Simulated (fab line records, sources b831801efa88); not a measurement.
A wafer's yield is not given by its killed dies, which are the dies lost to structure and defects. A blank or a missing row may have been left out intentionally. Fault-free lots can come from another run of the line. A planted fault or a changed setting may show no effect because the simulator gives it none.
Matching of chambers -- flow sky130 -- SKY_CONTACT_CMP_04 on cmp-02 has 4 sister chambers
The step polishes SiO2. 8 wafers are shown with their chamber, then 7 later ones without.

## WAFERS WITH THEIR CHAMBER
wafer,chamber,motor-current-A (A),time-to-endpoint-s (s)
L870.4,3,11.4,77
L874.5,3,11.5,83
L874.6,0,11.2,85
L875.4,1,10.7,85
L875.6,2,10.8,87
L881.4,2,10.9,85
L881.5,0,10.8,84
L881.6,1,11.6,82

## WAFERS MISSING THEIR CHAMBER
wafer,motor-current-A (A),time-to-endpoint-s (s)
L886.5,10.7,81
L887.1,10.4,81
L887.2,10.8,83
L887.6,11.2,80
L892.1,12.4,81
L892.2,10.1,86
L892.4,11.1,83

## EACH ONE'S CHAMBER
wafer,from the rows above,in truth
L886.5,can't be placed: 1 or 0 or 2 or 3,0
L887.1,can't be placed: 0 or 1 or 2 or 3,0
L887.2,can't be placed: 0 or 1 or 2 or 3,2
L887.6,can't be placed: 3 or 1 or 0 or 2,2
L892.1,can't be placed: 3 or 1 or 0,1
L892.2,can't be placed: 2 or 0 or 1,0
L892.4,can't be placed: 1 or 0 or 2 or 3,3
Correct placement for 0 of the 7. These rows do not allow placing 7 (true chamber among the candidates in 7). Wrongly placed: 0.
How it was worked out, from the rows above alone: a wafer's distance from a chamber is the root of the sum, over the readings, of the square of ((its reading less the chamber's mean) divided by the reading's scatter). The wafer belongs to the nearest chamber; if the next one is less than 2 further off, it can't be placed. A chamber's mean is the mean of its shown wafers. The scatter is the square root of a quotient: the sum, over the shown wafers, of each reading's squared deviation from its chamber's mean, divided by wafers minus chambers.
